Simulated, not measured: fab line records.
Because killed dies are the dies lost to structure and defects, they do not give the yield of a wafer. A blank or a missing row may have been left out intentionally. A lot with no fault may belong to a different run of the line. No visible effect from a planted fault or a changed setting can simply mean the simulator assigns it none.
Which tool is to blame? -- flow gf180mcu -- Sampling: 7 lots, 21 wafers, 2 of 602 route steps

WHAT THE GAUGES READ, wafer by wafer
GF_PSD_RS_MEAS_14: uses a four-point probe to measure.
lot,measured,on,NSD_RS (ohm/sq)
L568,day 15 00:16,film metro-01,46.14 46.21 46.09
L571,day 15 17:07,film metro-01,46.14 46.15 46.16
L572,day 16 02:25,film metro-01,46.10 46.24 46.19
L574,day 17 01:20,film metro-02,46.03 46.02 46.02
L578,day 18 06:46,film metro-01,46.58 46.70 46.56
L585,day 20 12:04,film metro-01,46.14 46.32 46.22
L590,day 22 06:10,film metro-01,46.05 46.21 46.05

EACH LOT AND THE TOOL THAT RAN IT (in order: tool; ch and the chambers of the sampled wafers; start)
lot,GF_NSD_IMPLANT_10
L568,"implanter-01 ch 0, day 14 02:40"
L571,"implanter-01 ch 0, day 14 18:43"
L572,"implanter-03 ch 0, day 15 04:00"
L574,"implanter-04 ch 0, day 16 02:08"
L578,"implanter-04 ch 0, day 17 07:11"
L585,"implanter-03 ch 0, day 19 10:47"
L590,"implanter-04 ch 0, day 21 06:04"
- GF_NSD_IMPLANT_10

THE ANSWER, worked out from the rows above alone
Rule: usual is defined by the lots themselves. Put in order of their means at a reading, lots are off if they are a third of the lots or fewer, leave a main group of 4 or more, and stand apart from it by a gap of 3 or more times the standard deviation of the main group's means; of several such gaps the widest counts. The tables above print the reading to a certain number of digits; a main group whose means all agree to those digits is not used. A lot without any number at a reading at which 4 lots or more have one is off too. All remaining lots with rows at the step are treated as sound.
Off: at GF_PSD_RS_MEAS_14 (NSD_RS), L578. For the main group the mean is 46.14 ohm/sq and the standard deviation 0.063.
If a tool, at a process step before that reading, ran all the lots that are off and no sound lot after the first of them, it fits. The gauges at GF_PSD_RS_MEAS_14 are tried like those tools. Not one of the candidates tried fits.

WHAT HAD BEEN PUT IN BY THE SIMULATOR
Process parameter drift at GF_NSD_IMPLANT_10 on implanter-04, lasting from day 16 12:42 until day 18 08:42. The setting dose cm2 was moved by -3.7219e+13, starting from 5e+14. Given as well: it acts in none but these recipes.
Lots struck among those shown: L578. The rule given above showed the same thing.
